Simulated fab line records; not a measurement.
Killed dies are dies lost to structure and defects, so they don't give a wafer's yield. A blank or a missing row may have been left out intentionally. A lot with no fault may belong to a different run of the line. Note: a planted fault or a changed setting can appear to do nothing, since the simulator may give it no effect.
2 desks looking at one fault	flow sky130	numbers are kept per desk, each desk with only its own; the story behind them comes last

## DESK OF THE TOOL OWNER: cmp-02
The tool's own readings at SKY_VIA2_CMP_02 (polishes SiO2): means of the sampled wafers that have a number, for each lot that ran on this tool. The brackets show how far a lot's mean lies from the usual mean; more than 4 standard deviations puts the lot out of limits, marked OUT.
Columns: A = edge_zone_pressure_frac at SKY_VIA2_CMP_02, usual 1.000; B = head_pressure_psi at SKY_VIA2_CMP_02, usual 3.999 psi; C = motor_current_A at SKY_VIA2_CMP_02, usual 12.1 A; D = slurry_flow_ml_min at SKY_VIA2_CMP_02, usual 150.0
lot	first seen here	A	B	C	D
L198	day 36 17:41	0.999	3.996	11.3	149.9
L200	day 37 15:55	1.000	3.997	13.5	150.4
L205	day 39 01:10	1.002	3.996	12.4	150.0
L209	day 40 05:41	1.003	3.996	12.5	149.9
L217	day 42 05:02	1.003	4.002	12.4	149.6
L218	day 42 17:50	1.000	4.001	11.7	149.9
L219	day 42 18:55	0.993	4.003	12.7	150.6
This desk found nothing out of limits on any of the 7 lots.

## FROM THE METROLOGY DESK
What the gauges read for every lot (on any tool): the sampled wafers with a number, averaged. The brackets show how far a lot's mean lies from the usual mean; more than 4 standard deviations puts the lot out of limits, marked OUT.
Columns: A = VIA2_BOW at SKY_VIA2_BOW_MEAS_03, usual 86 um
lot	first seen here	A
L197	day 36 13:52	91
L198	day 36 17:57	86
L200	day 37 16:13	87
L201	day 37 20:59	80
L202	day 37 22:56	86
L204	day 38 23:37	93
L205	day 39 01:23	79
L209	day 40 05:56	82
L213	day 41 04:34	117 (+4.7) OUT
L214	day 41 11:56	128 (+6.4) OUT
L215	day 41 12:45	118 (+4.9) OUT
L217	day 42 05:13	85
L218	day 42 18:08	81
L219	day 42 19:14	83
L220	day 43 05:29	90
This desk's result: L213, L214, L215 out of limits, first on L213 (VIA2_BOW at SKY_VIA2_BOW_MEAS_03), day 41 04:34. Within limits: L197, L198, L200, L201, L202, L204, L205, L209, L217, L218, L219, L220.

## BROUGHT TOGETHER
The metrology desk could have raised an alarm at day 41 04:34, on L213, L214, L215.
The desk of the tool owner found nothing out of limits.
The tool owner's desk has no number on record for L213, L214, L215.
The lots listed all ran SKY_VIA2_CMP_02 on cmp-02.

## WHAT WAS PUT IN BY THE SIMULATOR
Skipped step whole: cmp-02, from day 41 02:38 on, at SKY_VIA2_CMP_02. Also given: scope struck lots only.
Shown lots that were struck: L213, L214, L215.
Time in hours between the start of the fault and the first out-of-limits reading at each desk: metrology desk, 2.
